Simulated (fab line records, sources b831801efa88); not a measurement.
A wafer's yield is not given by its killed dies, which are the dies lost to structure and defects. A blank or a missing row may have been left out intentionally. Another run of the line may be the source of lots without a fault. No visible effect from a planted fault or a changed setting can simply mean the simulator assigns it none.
fab line records	flow gf180mcu	part 1 of 2: steps 1 to 43 of 44
[record] lots = 7	wafers = 21	lastDay = 34
route steps=602 shown POLY_GATE@173 HV_LDD@176 PASSIVATION@602
lots untouched by any fault: they come from a run of this same line in which no faults occurred
startH: start of the lot's first displayed wafer, in hours after the record's first day	waitH: how many hours have passed since the lot's step before this one	" the same as in the row above	L1.1+2: one row covering several wafers at once	- value missing, or start not given	* or withheld: withheld	< > ~ a bound
route shown NAME@n: names a module that has steps shown in the file, with the first one's number in the route	usual: mean and standard deviation over wafers with no fault	same: alike in all rows	chamber/n: place in a boat	sites: the reading at each site	_std_site: the standard deviation of these	_edge_site: the outer-site mean with the inner-site mean subtracted	radiusMm: for every site, how far away it sits from the centre of the wafer	mask NAME#n: copy n	behind: the most recent tool/chamber to have shaped the wafer	hold: reason for holding the lot/hours on hold/outcome of the hold	device: transistor that didn't switch, given as n, p or np	end of line: at the end of the route, the tests of the same wafers	for a step that has no rows: nothing shown but its recipe	killed: dies lost to structure and defects at the first sort, not the wafer's yield	map: per-die view of a wafer (x killed, . not killed, _ where there is no die)
set.NAME: setting as actually run; set.NAME@STEP: the setting as run at that earlier step	model.NAME: the simulator's own value behind a step, which no gauge read
lots at selected steps of the route; one table per step, one row per wafer
services: from which hour (startH, from the record's first day; less than 0 if before it) a tool's chamber was out of use, for how many hours, and why
[[steps]]
[step GF_POLY_GATE_OXIDATION_16]
[recipe] tempC = 850	ambient = O2	stabiliseS = 600	purgeS = 300	targetThkA = 40	oxTimeS = 899
[step GF_POLY_GATE_THK_MEAS_17]
[recipe] reads = SiO2_of_POLY_GATE_OXIDATION_16
[usual] POLY_GATE_OXIDATION_THK = 4.00/0.076
lot.wafer	tool	chamber	startH	waitH	POLY_GATE_OXIDATION_THK[nm]
L796.1	filmMetro-03	-	221.34	0.0	3.96
L796.3	"	-	"	"	4.03
L796.4	"	-	"	"	3.97
L799.1	filmMetro-03	-	233.16	0.0	3.92
L799.2	"	-	"	"	3.95
L799.6	"	-	"	"	3.92
L801.1	filmMetro-04	-	247.76	0.0	4.07
L801.5	"	-	"	"	4.09
L801.6	"	-	"	"	4.08
L802.1	filmMetro-04	-	258.29	0.0	4.12
L802.2	"	-	"	"	4.10
L802.6	"	-	"	"	4.12
L808.1	filmMetro-04	-	302.64	0.0	4.04
L808.2	"	-	"	"	4.03
L808.6	"	-	"	"	3.97
L813.1	filmMetro-04	-	339.32	0.0	4.00
L813.4	"	-	"	"	3.97
L813.6	"	-	"	"	3.99
L816.1	filmMetro-03	-	358.29	0.0	4.03
L816.4	"	-	"	"	4.08
L816.5	"	-	"	"	4.00
[step GF_POLY_GATE_CD_MEAS_18]
[usual] cdNm = 280.3/1.6
lot.wafer	tool	chamber	startH	waitH	cdNm
L796.1	cdSem-01	-	221.40	0.1	278.5
L796.3	"	-	"	"	278.6
L796.4	"	-	"	"	278.6
L799.1	cdSem-02	-	233.22	0.1	280.0
L799.2	"	-	"	"	281.9
L799.6	"	-	"	"	281.3
L801.1	cdSem-02	-	247.82	0.1	283.5
L801.5	"	-	"	"	283.2
L801.6	"	-	"	"	281.2
L802.1	cdSem-01	-	258.35	0.1	278.5
L802.2	"	-	"	"	279.3
L802.6	"	-	"	"	278.2
L808.1	cdSem-01	-	302.70	0.1	281.2
L808.2	"	-	"	"	281.8
L808.6	"	-	"	"	281.7
L813.1	cdSem-02	-	339.38	0.1	280.5
L813.4	"	-	"	"	279.0
L813.6	"	-	"	"	279.4
L816.1	cdSem-01	-	358.35	0.1	279.6
L816.4	"	-	"	"	279.3
L816.5	"	-	"	"	279.4
[step GF_HV_LDD_DEHYDRATE_00]
[recipe] tempC = 200	timeS = 60
[step GF_HV_LDD_HMDS_01]
[recipe] primeTimeS = 60	primeTempC = 120
[step GF_HV_LDD_COAT_02]
[recipe] resist = NOVOLAK	spinRpm = 3000	resistThkNm = 1000
[step GF_HV_LDD_SOFTBAKE_03]
[recipe] tempC = 90	timeS = 60	resist = NOVOLAK
[step GF_HV_LDD_EXPOSE_04]
[recipe] maskId = Nplus_LV_AREA	targetCdNm = 400	na = 0.6	sourceShape = conventional	sigmaOuter = 0.6	doseMj = 140
[step GF_HV_LDD_PEB_05]
[recipe] tempC = withheld	timeS = *	resist = NOVOLAK
[step GF_HV_LDD_DEVELOP_06]
[recipe] developTimeS = 60	devTempC = 23
[step GF_HV_LDD_CD_MEAS_07]
[recipe] targetCdNm = 400
[usual] cdNm = 400.3/2
lot.wafer	tool	chamber	startH	waitH	cdNm
L796.1	cdSem-02	-	239.53	0.1	399.6
L796.3	"	-	"	"	398.8
L796.4	"	-	"	"	398.0
L799.1	cdSem-02	-	251.57	0.1	400.0
L799.2	"	-	"	"	400.8
L799.6	"	-	"	"	398.6
L801.1	cdSem-01	-	266.77	0.1	397.0
L801.5	"	-	"	"	398.4
L801.6	"	-	"	"	399.8
L802.1	cdSem-01	-	277.62	0.1	400.0
L802.2	"	-	"	"	403.5
L802.6	"	-	"	"	400.3
L808.1	cdSem-01	-	322.54	0.1	398.1
L808.2	"	-	"	"	401.0
L808.6	"	-	"	"	400.3
L813.1	cdSem-01	-	360.19	0.1	403.1
L813.4	"	-	"	"	401.1
L813.6	"	-	"	"	402.3
L816.1	cdSem-02	-	380.17	0.1	401.7
L816.4	"	-	"	"	401.4
L816.5	"	-	"	"	401.0
[step GF_HV_LDD_OVL_MEAS_08]
[usual] HV_LDD_OVL = 0.2/1.3
lot.wafer	tool	chamber	startH	waitH	HV_LDD_OVL[nm]
L796.1	overlay-01	-	239.65	0.1	-0.7
L796.3	"	-	"	"	-1.7
L796.4	"	-	"	"	-1.9
L799.1	overlay-01	-	251.69	0.1	-0.8
L799.2	"	-	"	"	-0.5
L799.6	"	-	"	"	0.0
L801.1	overlay-01	-	266.89	0.1	0.3
L801.5	"	-	"	"	0.1
L801.6	"	-	"	"	-0.3
L802.1	overlay-02	-	277.74	0.1	2.0
L802.2	"	-	"	"	-0.8
L802.6	"	-	"	"	-0.6
L808.1	overlay-02	-	322.66	0.1	-1.4
L808.2	"	-	"	"	-1.5
L808.6	"	-	"	"	-0.9
L813.1	overlay-02	-	360.31	0.1	-0.4
L813.4	"	-	"	"	0.4
L813.6	"	-	"	"	-1.0
L816.1	overlay-02	-	380.29	0.1	1.4
L816.4	"	-	"	"	1.9
L816.5	"	-	"	"	0.3
[step GF_HV_LDD_IMPLANT_09]
[recipe] species = As	energyKev = 40	doseCm2 = 1e+14	tiltDeg = 7
[usual] beamOnS = 9.99/0.19	faradayCurrentUA = 564/11	tiltDeg = 7.002/0.019
lot.wafer	tool	chamber	startH	waitH	beamOnS	faradayCurrentUA	tiltDeg
L796.1	implanter-01	0	239.69	0.0	9.94	566	6.999
L796.3	"	0	"	"	10.30	548	7.002
L796.4	"	0	"	"	9.88	571	7.032
L799.1	implanter-01	0	251.73	0.0	8.64	653	6.999
L799.2	"	0	"	"	8.56	657	7.011
L799.6	"	0	"	"	8.47	665	6.995
L801.1	implanter-01	0	266.93	0.0	8.13	691	7.022
L801.5	"	0	"	"	8.28	678	6.995
L801.6	"	0	"	"	8.58	655	7.010
L802.1	implanter-01	0	277.78	0.0	8.21	685	6.970
L802.2	"	0	"	"	8.42	668	6.977
L802.6	"	0	"	"	8.48	664	6.977
L808.1	implanter-03	0	322.70	0.0	10.05	560	7.031
L808.2	"	0	"	"	9.82	575	7.038
L808.6	"	0	"	"	10.06	560	7.047
L813.1	implanter-04	0	360.35	0.0	9.98	566	6.986
L813.4	"	0	"	"	9.79	573	7.024
L813.6	"	0	"	"	10.11	556	7.007
L816.1	implanter-04	0	380.33	0.0	9.92	569	6.969
L816.4	"	0	"	"	10.38	543	6.983
L816.5	"	0	"	"	9.97	564	6.968
[step GF_HV_LDD_STRIP_10]
[recipe] chemistry = O2/N2	powerW = 1400	pressureMtorr = 1500	platenTempC = 250	o2FlowSccm = 3000	n2FlowSccm = 300	overashFraction = 0.5
[usual] drypumpMotorCurrentA = 5.8/0.45	heaterPowerW = 337/23	oesProductAu = 0.716/0.0047	stripTimeToEndpointS = 12.62/0.039
lot.wafer	tool	chamber	startH	waitH	drypumpMotorCurrentA	heaterPowerW	oesProductAu	rfHoursCounterH	stripTimeToEndpointS
L796.1	plasmaAsher-03	0	239.84	0.1	6.2	319	0.713	13	12.66
L796.3	"	0	"	"	6.2	312	0.724	-	12.63
L796.4	"	1	"	"	5.5	332	0.715	-	12.68
L799.1	plasmaAsher-01	0	251.88	0.1	6.1	329	0.718	39	12.59
L799.2	"	1	"	"	5.1	389	0.722	39	12.58
L799.6	"	1	"	"	5.1	385	0.713	-	12.59
L801.1	plasmaAsher-03	1	267.08	0.1	5.5	326	0.727	16	12.58
L801.5	"	1	"	"	5.5	323	0.705	-	12.56
L801.6	"	0	"	"	6.2	308	0.711	-	12.59
L802.1	plasmaAsher-03	1	277.93	0.1	5.5	327	0.716	17	12.65
L802.2	"	0	"	"	6.2	309	0.716	17	12.65
L802.6	"	1	"	"	5.5	320	0.715	-	12.67
L808.1	plasmaAsher-03	1	322.85	0.1	5.5	333	0.716	23	12.66
L808.2	"	0	"	"	6.2	311	0.713	23	12.61
L808.6	"	1	"	"	5.5	329	0.707	-	12.58
L813.1	plasmaAsher-01	1	360.50	0.1	5.1	397	0.717	51	12.64
L813.4	"	0	"	"	6.1	335	0.714	-	12.70
L813.6	"	1	"	"	5.1	388	0.711	-	12.68
L816.1	plasmaAsher-04	0	380.48	0.1	5.5	332	0.710	74	12.52
L816.4	"	1	"	"	6.5	345	0.717	-	12.57
L816.5	"	1	"	"	6.5	345	0.718	-	12.54
[step GF_HV_LDD_TW_MEAS_11]
[usual] HV_LDD_TW = 2424/46
lot.wafer	tool	chamber	startH	waitH	HV_LDD_TW
L796.1	filmMetro-02	-	239.94	0.1	2419
L796.3	"	-	"	"	2420
L796.4	"	-	"	"	2414
L799.1	filmMetro-02	-	251.98	0.1	2331
L799.2	"	-	"	"	2318
L799.6	"	-	"	"	2322
L801.1	filmMetro-01	-	267.18	0.1	2254
L801.5	"	-	"	"	2241
L801.6	"	-	"	"	2245
L802.1	filmMetro-01	-	278.03	0.1	2239
L802.2	"	-	"	"	2249
L802.6	"	-	"	"	2245
L808.1	filmMetro-04	-	322.97	0.1	2447
L808.2	"	-	"	"	2444
L808.6	"	-	"	"	2469
L813.1	filmMetro-01	-	360.60	0.1	2323
L813.4	"	-	"	"	2326
L813.6	"	-	"	"	2324
L816.1	filmMetro-01	-	380.58	0.1	2335
L816.4	"	-	"	"	2339
L816.5	"	-	"	"	2335
[step GF_HV_LDD_DEHYDRATE_12]
[recipe] tempC = 200	timeS = 60
[step GF_HV_LDD_HMDS_13]
[recipe] primeTimeS = 60	primeTempC = 120
[step GF_HV_LDD_COAT_14]
[recipe] resist = NOVOLAK	spinRpm = 3000	resistThkNm = 1000
[step GF_HV_LDD_SOFTBAKE_15]
[recipe] tempC = 90	timeS = 60	resist = NOVOLAK
[step GF_HV_LDD_EXPOSE_16]
[recipe] maskId = Pplus_LV_AREA	targetCdNm = 400	na = 0.6	sourceShape = conventional	sigmaOuter = 0.6	doseMj = 140
[step GF_HV_LDD_PEB_17]
[recipe] tempC = withheld	timeS = *	resist = NOVOLAK
[step GF_HV_LDD_DEVELOP_18]
[recipe] developTimeS = 60	devTempC = 23
[step GF_HV_LDD_CD_MEAS_19]
[recipe] targetCdNm = 400
[usual] cdNm = 399.5/2
lot.wafer	tool	chamber	startH	waitH	cdNm
L796.1	cdSem-02	-	258.58	0.1	403.6
L796.3	"	-	"	"	399.9
L796.4	"	-	"	"	402.0
L799.1	cdSem-02	-	270.07	0.1	398.6
L799.2	"	-	"	"	394.7
L799.6	"	-	"	"	395.8
L801.1	cdSem-02	-	286.34	0.1	398.9
L801.5	"	-	"	"	398.0
L801.6	"	-	"	"	399.5
L802.1	cdSem-02	-	297.29	0.1	399.1
L802.2	"	-	"	"	399.6
L802.6	"	-	"	"	397.5
L808.1	cdSem-02	-	344.13	0.1	399.2
L808.2	"	-	"	"	399.7
L808.6	"	-	"	"	400.0
L813.1	cdSem-02	-	383.52	0.1	397.8
L813.4	"	-	"	"	396.3
L813.6	"	-	"	"	396.5
L816.1	cdSem-02	-	403.27	0.1	397.2
L816.4	"	-	"	"	400.5
L816.5	"	-	"	"	398.4
[step GF_HV_LDD_OVL_MEAS_20]
[usual] HV_LDD_01_OVL = -0.4/1.4
lot.wafer	tool	chamber	startH	waitH	HV_LDD_01_OVL[nm]
L796.1	overlay-01	-	258.70	0.1	-2.4
L796.3	"	-	"	"	-1.4
L796.4	"	-	"	"	-1.7
L799.1	overlay-02	-	270.19	0.1	0.5
L799.2	"	-	"	"	0.4
L799.6	"	-	"	"	-0.1
L801.1	overlay-01	-	286.46	0.1	-0.9
L801.5	"	-	"	"	-0.2
L801.6	"	-	"	"	-1.3
L802.1	overlay-01	-	297.41	0.1	1.1
L802.2	"	-	"	"	1.3
L802.6	"	-	"	"	0.8
L808.1	overlay-01	-	344.25	0.1	-3.3
L808.2	"	-	"	"	-1.0
L808.6	"	-	"	"	-1.2
L813.1	overlay-01	-	383.64	0.1	-2.5
L813.4	"	-	"	"	0.1
L813.6	"	-	"	"	0.0
L816.1	overlay-02	-	403.39	0.1	-1.5
L816.4	"	-	"	"	-0.1
L816.5	"	-	"	"	-0.6
[step GF_HV_LDD_IMPLANT_21]
[recipe] species = BF2	energyKev = 25	doseCm2 = 5e+13	tiltDeg = 7
[step GF_HV_LDD_STRIP_22]
[recipe] chemistry = O2/N2	powerW = 1400	pressureMtorr = 1500	platenTempC = 250	o2FlowSccm = 3000	n2FlowSccm = 300	overashFraction = 0.5
[usual] drypumpMotorCurrentA = 5.8/0.48	heaterPowerW = 343/25	oesProductAu = 0.716/0.0047	stripTimeToEndpointS = 12.63/0.039
lot.wafer	tool	chamber	startH	waitH	drypumpMotorCurrentA	heaterPowerW	oesProductAu	rfHoursCounterH	stripTimeToEndpointS
L796.1	plasmaAsher-03	1	258.89	0.1	5.5	322	0.712	16	12.64
L796.3	"	1	"	"	5.5	329	0.713	-	12.64
L796.4	"	0	"	"	6.2	309	0.718	-	12.66
L799.1	plasmaAsher-01	1	270.38	0.1	5.1	385	0.714	41	12.63
L799.2	"	0	"	"	6.1	334	0.727	41	12.64
L799.6	"	1	"	"	5.1	377	0.716	-	12.65
L801.1	plasmaAsher-03	1	286.65	0.1	5.5	324	0.715	19	12.64
L801.5	"	1	"	"	5.5	330	0.713	-	12.62
L801.6	"	0	"	"	6.2	305	0.715	-	12.62
L802.1	plasmaAsher-04	0	297.60	0.1	5.5	329	0.723	65	12.65
L802.2	"	1	"	"	6.4	358	0.704	65	12.64
L802.6	"	0	"	"	5.5	329	0.715	-	12.62
L808.1	plasmaAsher-04	1	344.43	0.1	6.5	345	0.717	70	12.63
L808.2	"	0	"	"	5.5	334	0.716	70	12.66
L808.6	"	1	"	"	6.4	344	0.724	-	12.63
L813.1	plasmaAsher-04	0	383.83	0.1	5.5	338	0.717	74	12.65
L813.4	"	1	"	"	6.4	337	0.715	-	12.62
L813.6	"	0	"	"	5.5	332	0.713	-	12.64
L816.1	plasmaAsher-01	0	403.58	0.1	6.1	338	0.718	56	12.62
L816.4	"	1	"	"	5.1	380	0.717	-	12.61
L816.5	"	0	"	"	6.1	330	0.709	-	12.63
[step GF_HV_LDD_TW_MEAS_23]
[usual] HV_LDD_2_TW = 1057/20
lot.wafer	tool	chamber	startH	waitH	HV_LDD_2_TW
L796.1	filmMetro-04	-	258.99	0.1	1079
L796.3	"	-	"	"	1078
L796.4	"	-	"	"	1085
L799.1	filmMetro-02	-	270.48	0.1	1062
L799.2	"	-	"	"	1061
L799.6	"	-	"	"	1056
L801.1	filmMetro-04	-	286.75	0.1	1078
L801.5	"	-	"	"	1078
L801.6	"	-	"	"	1074
L802.1	filmMetro-02	-	297.70	0.1	1062
L802.2	"	-	"	"	1064
L802.6	"	-	"	"	1057
L808.1	filmMetro-01	-	344.53	0.1	1026
L808.2	"	-	"	"	1023
L808.6	"	-	"	"	1018
L813.1	filmMetro-02	-	383.93	0.1	1063
L813.4	"	-	"	"	1067
L813.6	"	-	"	"	1066
L816.1	filmMetro-02	-	403.68	0.1	1070
L816.4	"	-	"	"	1071
L816.5	"	-	"	"	1064
[step GF_HV_LDD_DEHYDRATE_24]
[recipe] tempC = 200	timeS = 60
[step GF_HV_LDD_HMDS_25]
[recipe] primeTimeS = 60	primeTempC = 120
[step GF_HV_LDD_COAT_26]
[recipe] resist = NOVOLAK	spinRpm = 3000	resistThkNm = 1000
[step GF_HV_LDD_SOFTBAKE_27]
[recipe] tempC = 90	timeS = 60	resist = NOVOLAK
[step GF_HV_LDD_EXPOSE_28]
[recipe] maskId = Nplus_HV_AREA	targetCdNm = 400	na = 0.6	sourceShape = conventional	sigmaOuter = 0.6	doseMj = 140
[step GF_HV_LDD_PEB_29]
[recipe] tempC = withheld	timeS = *	resist = NOVOLAK
[step GF_HV_LDD_DEVELOP_30]
[recipe] developTimeS = 60	devTempC = 23
[step GF_HV_LDD_CD_MEAS_31]
[recipe] targetCdNm = 400
[usual] cdNm = 400.2/2.4
lot.wafer	tool	chamber	startH	waitH	cdNm
L796.1	cdSem-01	-	278.38	0.1	399.4
L796.3	"	-	"	"	398.8
L796.4	"	-	"	"	398.6
L799.1	cdSem-02	-	289.82	0.1	399.5
L799.2	"	-	"	"	401.8
L799.6	"	-	"	"	400.4
L801.1	cdSem-02	-	306.54	0.1	398.2
L801.5	"	-	"	"	400.4
L801.6	"	-	"	"	397.8
L802.1	cdSem-01	-	317.29	0.1	394.6
L802.2	"	-	"	"	394.6
L802.6	"	-	"	"	396.3
L808.1	cdSem-01	-	366.47	0.1	401.3
L808.2	"	-	"	"	399.1
L808.6	"	-	"	"	399.2
L813.1	cdSem-02	-	406.78	0.1	399.6
L813.4	"	-	"	"	398.6
L813.6	"	-	"	"	399.3
L816.1	cdSem-01	-	427.58	0.1	397.9
L816.4	"	-	"	"	397.4
L816.5	"	-	"	"	397.8
[step GF_HV_LDD_OVL_MEAS_32]
[usual] HV_LDD_02_OVL = 0.2/1.7
lot.wafer	tool	chamber	startH	waitH	HV_LDD_02_OVL[nm]
L796.1	overlay-02	-	278.50	0.1	-0.2
L796.3	"	-	"	"	-2.0
L796.4	"	-	"	"	1.4
L799.1	overlay-02	-	289.94	0.1	0.5
L799.2	"	-	"	"	-1.0
L799.6	"	-	"	"	-3.6
L801.1	overlay-01	-	306.66	0.1	0.5
L801.5	"	-	"	"	1.5
L801.6	"	-	"	"	-0.1
L802.1	overlay-02	-	317.41	0.1	1.0
L802.2	"	-	"	"	0.1
L802.6	"	-	"	"	2.6
L808.1	overlay-02	-	366.59	0.1	0.3
L808.2	"	-	"	"	2.0
L808.6	"	-	"	"	2.3
L813.1	overlay-01	-	406.90	0.1	-3.8
L813.4	"	-	"	"	-2.1
L813.6	"	-	"	"	1.2
L816.1	overlay-02	-	427.70	0.1	2.6
L816.4	"	-	"	"	2.6
L816.5	"	-	"	"	2.1
[step GF_HV_LDD_IMPLANT_33]
[recipe] species = P	energyKev = 60	doseCm2 = 7.5e+12	tiltDeg = 30	rotationDeg = 0
[step GF_HV_LDD_IMPLANT_34]
[recipe] species = P	energyKev = 60	doseCm2 = 7.5e+12	tiltDeg = 30	rotationDeg = 90
[step GF_HV_LDD_IMPLANT_35]
[recipe] species = P	energyKev = 60	doseCm2 = 7.5e+12	tiltDeg = 30	rotationDeg = 180
[step GF_HV_LDD_IMPLANT_36]
[recipe] species = P	energyKev = 60	doseCm2 = 7.5e+12	tiltDeg = 30	rotationDeg = 270
[step GF_HV_LDD_STRIP_37]
[recipe] chemistry = O2/N2	powerW = 1400	pressureMtorr = 1500	platenTempC = 250	o2FlowSccm = 3000	n2FlowSccm = 300	overashFraction = 0.5
[usual] drypumpMotorCurrentA = 5.8/0.49	heaterPowerW = 341/23	oesProductAu = 0.716/0.0046	stripTimeToEndpointS = 12.62/0.036
lot.wafer	tool	chamber	startH	waitH	drypumpMotorCurrentA	heaterPowerW	oesProductAu	rfHoursCounterH	stripTimeToEndpointS
L796.1	plasmaAsher-01	1	279.14	0.1	5.1	386	0.723	42	12.61
L796.3	"	0	"	"	6.1	337	0.708	-	12.61
L796.4	"	1	"	"	5.1	385	0.720	-	12.62
L799.1	plasmaAsher-04	1	290.58	0.1	6.4	348	0.714	65	12.66
L799.2	"	0	"	"	5.5	325	0.713	65	12.61
L799.6	"	1	"	"	6.5	337	0.722	-	12.65
L801.1	plasmaAsher-01	0	307.30	0.1	6.1	322	0.723	45	12.67
L801.5	"	1	"	"	5.1	386	0.718	-	12.69
L801.6	"	0	"	"	6.1	326	0.710	-	12.71
L802.1	plasmaAsher-04	1	318.05	0.1	6.4	350	0.719	67	12.63
L802.2	"	0	"	"	5.5	336	0.714	67	12.64
L802.6	"	1	"	"	6.5	347	0.714	-	12.68
L808.1	plasmaAsher-04	1	367.23	0.1	6.5	339	0.715	73	12.59
L808.2	"	0	"	"	5.5	327	0.715	73	12.60
L808.6	"	1	"	"	6.5	347	0.712	-	12.65
L813.1	plasmaAsher-01	1	407.53	0.1	5.1	385	0.709	56	12.63
L813.4	"	1	"	"	5.1	383	0.723	-	12.63
L813.6	"	1	"	"	5.1	376	0.717	-	12.61
L816.1	plasmaAsher-01	0	428.33	0.1	6.1	331	0.719	59	12.60
L816.4	"	1	"	"	5.1	380	0.718	-	12.61
L816.5	"	0	"	"	6.1	339	0.717	-	12.58
[step GF_HV_LDD_TW_MEAS_38]
[usual] HV_LDD_3_TW = 1428/30
lot.wafer	tool	chamber	startH	waitH	HV_LDD_3_TW
L796.1	filmMetro-02	-	279.24	0.1	1441
L796.3	"	-	"	"	1452
L796.4	"	-	"	"	1450
L799.1	filmMetro-02	-	290.68	0.1	1437
L799.2	"	-	"	"	1448
L799.6	"	-	"	"	1430
L801.1	filmMetro-02	-	307.40	0.1	1444
L801.5	"	-	"	"	1441
L801.6	"	-	"	"	1444
L802.1	filmMetro-04	-	318.15	0.1	1457
L802.2	"	-	"	"	1456
L802.6	"	-	"	"	1459
L808.1	filmMetro-02	-	367.33	0.1	1450
L808.2	"	-	"	"	1451
L808.6	"	-	"	"	1447
L813.1	filmMetro-02	-	407.63	0.1	1451
L813.4	"	-	"	"	1456
L813.6	"	-	"	"	1455
L816.1	filmMetro-01	-	428.43	0.1	1397
L816.4	"	-	"	"	1390
L816.5	"	-	"	"	1396
[step GF_HV_LDD_RS_MEAS_53]
[recipe] thkMeasGauge = four-point-probe
[usual] HV_LDD_RS = 417.9/1.3
lot.wafer	tool	chamber	startH	waitH	HV_LDD_RS[ohm/sq]
L796.1	filmMetro-04	-	299.54	0.1	418.9
L796.3	"	-	"	"	418.1
L796.4	"	-	"	"	417.6
L799.1	filmMetro-02	-	311.36	0.1	450.5
L799.2	"	-	"	"	451.5
L799.6	"	-	"	"	450.7
L801.1	filmMetro-04	-	328.11	0.1	449.5
L801.5	"	-	"	"	450.4
L801.6	"	-	"	"	450.7
L802.1	filmMetro-01	-	339.71	0.1	450.8
L802.2	"	-	"	"	451.5
L802.6	"	-	"	"	452.0
L808.1	filmMetro-02	-	390.56	0.1	417.5
L808.2	"	-	"	"	416.4
L808.6	"	-	"	"	417.7
L813.1	filmMetro-04	-	431.76	0.1	418.9
L813.4	"	-	"	"	419.2
L813.6	"	-	"	"	419.0
L816.1	filmMetro-01	-	453.50	0.1	418.8
L816.4	"	-	"	"	419.0
L816.5	"	-	"	"	418.6
[[key]]
[firstSign] step = GF_HV_LDD_IMPLANT_09	reading = faradayCurrentUA	direction = up	sigmas = 9.6	usual = 564	struck = 668
[effect] step = GF_HV_LDD_IMPLANT_09	reading = beamOnS	direction = down	sigmas = 8.1	usual = 9.99	struck = 8.42
[effect] step = GF_HV_LDD_TW_MEAS_11	reading = HV_LDD_TW	direction = down	sigmas = 3.3	usual = 2424	struck = 2272
[effect] step = GF_HV_LDD_RS_MEAS_53	reading = HV_LDD_RS	direction = up	sigmas = 26	usual = 417.9	struck = 450.8
[modelEffect] step = GF_PASSIVATION_PROBE_99	value = etest.nldd_3p3.lineOhmUm	without = 2304	struck = 2659
metAt GF_HV_LDD_IMPLANT_09
struckWafers L799.1,L799.2,L799.6,L801.1,L801.5,L801.6,L802.1,L802.2,L802.6
testerLeftOut L799,L801,L802
onsetBetween 239.69 251.73
[fault] kind = processParameterDrift	tool = implanter-01	chamber = -	onsetH = 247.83	steps = GF_HV_LDD_IMPLANT_09	channel = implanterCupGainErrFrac	offset = 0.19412	shape = step	endH = 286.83
// testerLeftOut: of these lots the tester's yield and bins aren't shown, on N5 and GAA mostly nor the transistor test; their killed dies are dies lost to structure and defects alone, not to doping, threshold or leakage, so they don't give the yield
